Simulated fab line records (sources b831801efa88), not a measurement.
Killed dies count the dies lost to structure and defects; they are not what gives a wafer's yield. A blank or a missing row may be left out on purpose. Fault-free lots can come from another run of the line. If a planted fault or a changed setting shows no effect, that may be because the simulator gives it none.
Shared-tool check / flow gf180mcu / Lots sampled 12, wafers sampled 34

== WHY IT WAS OPENED ==
Of 12 lots, 1 have the reading NSD_RS flagged at GF_PSD_RS_MEAS_14. No-fault wafers: 46.12 ohm/sq, standard deviation 0.086.
Rule: a lot is flagged when every wafer of it that has a number lies more than 4 standard deviations from that mean, or none has a number. The other lots count as sound.

lot=L654; measured=day 14 06:10; on=film metro-03; NSD_RS (ohm/sq), wafer by wafer=46.19 46.04 46.12; flag=
lot=L656; measured=day 14 23:31; on=film metro-04; NSD_RS (ohm/sq), wafer by wafer=46.12 45.99 46.07; flag=
lot=L657; measured=day 15 07:01; on=film metro-04; NSD_RS (ohm/sq), wafer by wafer=45.95 46.10 45.93; flag=
lot=L658; measured=day 15 16:19; on=film metro-03; NSD_RS (ohm/sq), wafer by wafer=46.29 46.14 46.16; flag=
lot=L660; measured=day 16 04:55; on=film metro-01; NSD_RS (ohm/sq), wafer by wafer=46.29 46.29 46.14; flag=
lot=L662; measured=day 17 08:25; on=film metro-01; NSD_RS (ohm/sq), wafer by wafer=46.12 46.08 45.98; flag=
lot=L663; measured=day 17 10:18; on=film metro-04; NSD_RS (ohm/sq), wafer by wafer=46.04 46.08 46.18; flag=
lot=L666; measured=day 18 16:10; on=film metro-03; NSD_RS (ohm/sq), wafer by wafer=46.13 46.12 46.10; flag=
lot=L667; measured=day 18 20:25; on=film metro-01; NSD_RS (ohm/sq), wafer by wafer=46.06 46.02 46.06; flag=
lot=L668; measured=day 19 05:40; on=film metro-03; NSD_RS (ohm/sq), wafer by wafer=46.11 46.16 46.16; flag=
lot=L669; measured=day 19 10:46; on=film metro-03; NSD_RS (ohm/sq), wafer by wafer=46.28 46.25 46.29; flag=
lot=L673; measured=day 21 00:53; on=film metro-04; NSD_RS (ohm/sq), wafer by wafer=44.76; flag=FLAGGED
The mean of the flagged lots' numbers is 44.76 ohm/sq, -1.36 ohm/sq from the usual (-16 standard deviations).

== WHICH TOOL EACH LOT WENT THROUGH ==
Before the reading, the record contains 3 process steps out of a 602-step route. In each cell: the tool, then ch and the chambers that the sampled wafers went through, then the start.
lot=L654; flag=; GF_HV_LDD_STRIP_37=plasma asher-04 ch 0,1, day 11 14:19; GF_NSD_IMPLANT_09=implanter-03 ch 0, day 13 08:28; GF_NSD_STRIP_11=plasma asher-04 ch 0,1, day 13 08:46
lot=L656; flag=; GF_HV_LDD_STRIP_37=plasma asher-01 ch 0,1, day 12 05:04; GF_NSD_IMPLANT_09=implanter-01 ch 0, day 14 01:10; GF_NSD_STRIP_11=plasma asher-01 ch 0,1, day 14 01:28
lot=L657; flag=; GF_HV_LDD_STRIP_37=plasma asher-03 ch 0,1, day 12 08:43; GF_NSD_IMPLANT_09=implanter-03 ch 0, day 14 04:34; GF_NSD_STRIP_11=plasma asher-04 ch 0,1, day 14 09:35
lot=L658; flag=; GF_HV_LDD_STRIP_37=plasma asher-03 ch 1, day 12 21:58; GF_NSD_IMPLANT_09=implanter-01 ch 0, day 14 18:07; GF_NSD_STRIP_11=plasma asher-04 ch 0,1, day 14 18:25
lot=L660; flag=; GF_HV_LDD_STRIP_37=plasma asher-04 ch 0,1, day 13 09:30; GF_NSD_IMPLANT_09=implanter-04 ch 0, day 15 06:13; GF_NSD_STRIP_11=plasma asher-01 ch 0,1, day 15 06:30
lot=L662; flag=; GF_HV_LDD_STRIP_37=plasma asher-01 ch 0,1, day 14 10:34; GF_NSD_IMPLANT_09=implanter-04 ch 0, day 16 08:31; GF_NSD_STRIP_11=plasma asher-04 ch 0,1, day 16 08:49
lot=L663; flag=; GF_HV_LDD_STRIP_37=plasma asher-03 ch 0,1, day 14 13:27; GF_NSD_IMPLANT_09=implanter-01 ch 0, day 16 11:28; GF_NSD_STRIP_11=plasma asher-01 ch 0,1, day 16 11:45
lot=L666; flag=; GF_HV_LDD_STRIP_37=plasma asher-04 ch 0,1, day 15 16:28; GF_NSD_IMPLANT_09=implanter-01 ch 0, day 17 15:40; GF_NSD_STRIP_11=plasma asher-01 ch 0,1, day 17 15:58
lot=L667; flag=; GF_HV_LDD_STRIP_37=plasma asher-03 ch 0,1, day 15 18:16; GF_NSD_IMPLANT_09=implanter-04 ch 0, day 17 19:33; GF_NSD_STRIP_11=plasma asher-01 ch 0,1, day 17 19:51
lot=L668; flag=; GF_HV_LDD_STRIP_37=plasma asher-01 ch 0,1, day 16 03:10; GF_NSD_IMPLANT_09=implanter-03 ch 0, day 18 05:10; GF_NSD_STRIP_11=plasma asher-01 ch 0,1, day 18 05:28
lot=L669; flag=; GF_HV_LDD_STRIP_37=plasma asher-04 ch 0,1, day 16 08:07; GF_NSD_IMPLANT_09=implanter-03 ch 0, day 18 10:04; GF_NSD_STRIP_11=plasma asher-04 ch 0,1, day 18 10:24
lot=L673; flag=FLAGGED; GF_HV_LDD_STRIP_37=plasma asher-04 ch 1, day 17 21:00; GF_NSD_IMPLANT_09=implanter-03 ch 0, day 20 00:14; GF_NSD_STRIP_11=plasma asher-04 ch 0, day 20 00:30
What the steps here do:
- GF_HV_LDD_STRIP_37: strips in O2/N2.
- GF_NSD_IMPLANT_09
- GF_NSD_STRIP_11: strips in O2/N2.
- GF_PSD_RS_MEAS_14: measures by four-point-probe.

== FLAGGED OVER TOTAL, TOOL BY TOOL (the gauges that took the reading come last) ==
step=GF_HV_LDD_STRIP_37; tool=plasma asher-01; lots run=3; flagged=0; share of the flagged lots=none; sound lots run after its first flagged lot=-
step=GF_HV_LDD_STRIP_37; tool=plasma asher-03; lots run=4; flagged=0; share of the flagged lots=none; sound lots run after its first flagged lot=-
step=GF_HV_LDD_STRIP_37; tool=plasma asher-04; lots run=5; flagged=1; share of the flagged lots=all; sound lots run after its first flagged lot=0
step=GF_NSD_IMPLANT_09; tool=implanter-01; lots run=4; flagged=0; share of the flagged lots=none; sound lots run after its first flagged lot=-
step=GF_NSD_IMPLANT_09; tool=implanter-03; lots run=5; flagged=1; share of the flagged lots=all; sound lots run after its first flagged lot=0
step=GF_NSD_IMPLANT_09; tool=implanter-04; lots run=3; flagged=0; share of the flagged lots=none; sound lots run after its first flagged lot=-
step=GF_NSD_STRIP_11; tool=plasma asher-01; lots run=6; flagged=0; share of the flagged lots=none; sound lots run after its first flagged lot=-
step=GF_NSD_STRIP_11; tool=plasma asher-04; lots run=6; flagged=1; share of the flagged lots=all; sound lots run after its first flagged lot=0
step=GF_PSD_RS_MEAS_14; tool=film metro-01; lots run=3; flagged=0; share of the flagged lots=none; sound lots run after its first flagged lot=-
step=GF_PSD_RS_MEAS_14; tool=film metro-03; lots run=5; flagged=0; share of the flagged lots=none; sound lots run after its first flagged lot=-
step=GF_PSD_RS_MEAS_14; tool=film metro-04; lots run=4; flagged=1; share of the flagged lots=all; sound lots run after its first flagged lot=0

== WHAT THE TABLE ALLOWS ==
4 rows of the table ran every flagged lot: plasma asher-04 at GF_HV_LDD_STRIP_37, implanter-03 at GF_NSD_IMPLANT_09, plasma asher-04 at GF_NSD_STRIP_11, film metro-04 at GF_PSD_RS_MEAS_14.
- plasma asher-04 at GF_HV_LDD_STRIP_37 ran 5 lots, 1 of them flagged. It ran its last sound lot, L669, at day 16 08:07 and its first flagged lot, L673, at day 17 21:00: a fault with its onset between the two fits.
- implanter-03 at GF_NSD_IMPLANT_09 ran 5 lots, 1 of them flagged. It ran its last sound lot, L669, at day 18 10:04 and its first flagged lot, L673, at day 20 00:14: a fault with its onset between the two fits. Its own readings (beam on s) fall more than 4 standard deviations out on all wafers of the flagged lots.
- plasma asher-04 at GF_NSD_STRIP_11 ran 6 lots, 1 of them flagged. It ran its last sound lot, L669, at day 18 10:24 and its first flagged lot, L673, at day 20 00:30: a fault with its onset between the two fits. Its own readings (strip time to endpoint s) fall more than 4 standard deviations out on all wafers of the flagged lots.
- film metro-04 at GF_PSD_RS_MEAS_14 ran 4 lots, 1 of them flagged. It ran its last sound lot, L663, at day 17 10:18 and its first flagged lot, L673, at day 21 00:53: a fault with its onset between the two fits.
Counting lots can't tell these 3 tools apart, because each fits a fault that began at some hour. More lots, or a look at what each step does to the wafer, might.

== WHAT THE SIMULATOR PUT IN ==
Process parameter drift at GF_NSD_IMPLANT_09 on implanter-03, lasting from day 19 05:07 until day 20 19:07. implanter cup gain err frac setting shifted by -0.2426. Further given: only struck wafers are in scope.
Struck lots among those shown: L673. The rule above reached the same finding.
